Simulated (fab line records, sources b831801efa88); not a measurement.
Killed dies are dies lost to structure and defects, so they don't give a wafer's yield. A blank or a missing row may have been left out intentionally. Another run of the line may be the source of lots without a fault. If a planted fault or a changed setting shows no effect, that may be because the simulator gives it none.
Chamber matching || flow sfqLine || SFQ_TRILAYER_I3_DEP_PECVD_081 on pecvd-04 has 3 sister chambers
The step deposits SiO2 from SiH4/N2O, time 111.11 s, target thk 500 nm. 6 wafers are shown with their chamber, then 7 later ones without.

WAFERS WITH THEIR CHAMBER
{"wafer": "L646.5", "chamber": 2, "heaterPowerW (W)": 63, "throttleValvePct (%)": 24.0}
{"wafer": "L657.2", "chamber": 2, "heaterPowerW (W)": 70, "throttleValvePct (%)": 24.6}
{"wafer": "L660.1", "chamber": 0, "heaterPowerW (W)": 76, "throttleValvePct (%)": 26.9}
{"wafer": "L660.6", "chamber": 0, "heaterPowerW (W)": 79, "throttleValvePct (%)": 26.8}
{"wafer": "L667.2", "chamber": 1, "heaterPowerW (W)": 120, "throttleValvePct (%)": 25.9}
{"wafer": "L667.4", "chamber": 1, "heaterPowerW (W)": 123, "throttleValvePct (%)": 26.3}

WAFERS WITH NO CHAMBER GIVEN
{"wafer": "L667.5", "heaterPowerW (W)": 69, "throttleValvePct (%)": 24.8}
{"wafer": "L668.1", "heaterPowerW (W)": 63, "throttleValvePct (%)": 24.7}
{"wafer": "L668.5", "heaterPowerW (W)": 118, "throttleValvePct (%)": 25.9}
{"wafer": "L668.6", "heaterPowerW (W)": 76, "throttleValvePct (%)": 26.7}
{"wafer": "L669.1", "heaterPowerW (W)": 103, "throttleValvePct (%)": 25.9}
{"wafer": "L669.3", "heaterPowerW (W)": 77, "throttleValvePct (%)": 26.9}
{"wafer": "L669.5", "heaterPowerW (W)": 108, "throttleValvePct (%)": 25.8}

WHICH CHAMBER EACH ONE RAN IN
{"wafer": "L667.5", "from the rows above": 2, "in truth": 2}
{"wafer": "L668.1", "from the rows above": 2, "in truth": 2}
{"wafer": "L668.5", "from the rows above": 1, "in truth": 1}
{"wafer": "L668.6", "from the rows above": 0, "in truth": 0}
{"wafer": "L669.1", "from the rows above": 1, "in truth": 1}
{"wafer": "L669.3", "from the rows above": 0, "in truth": 0}
{"wafer": "L669.5", "from the rows above": 1, "in truth": 1}
Placed correctly: 7 of 7. Can't be placed from these rows: 0. Number placed wrongly: 0.
How it was worked out, from the rows above alone: a wafer's distance from a chamber is the root of the sum, over the readings, of the square of ((its reading less the chamber's mean) divided by the reading's scatter). If the next closest chamber is less than 2 further off than the closest, the wafer can't be placed; otherwise it belongs to the closest. For every chamber, the mean is computed from those of its wafers that are shown. How the scatter is found: for the shown wafers, subtract from each reading the mean of its chamber, square and add these, divide the total by (wafers less chambers), then take the root.
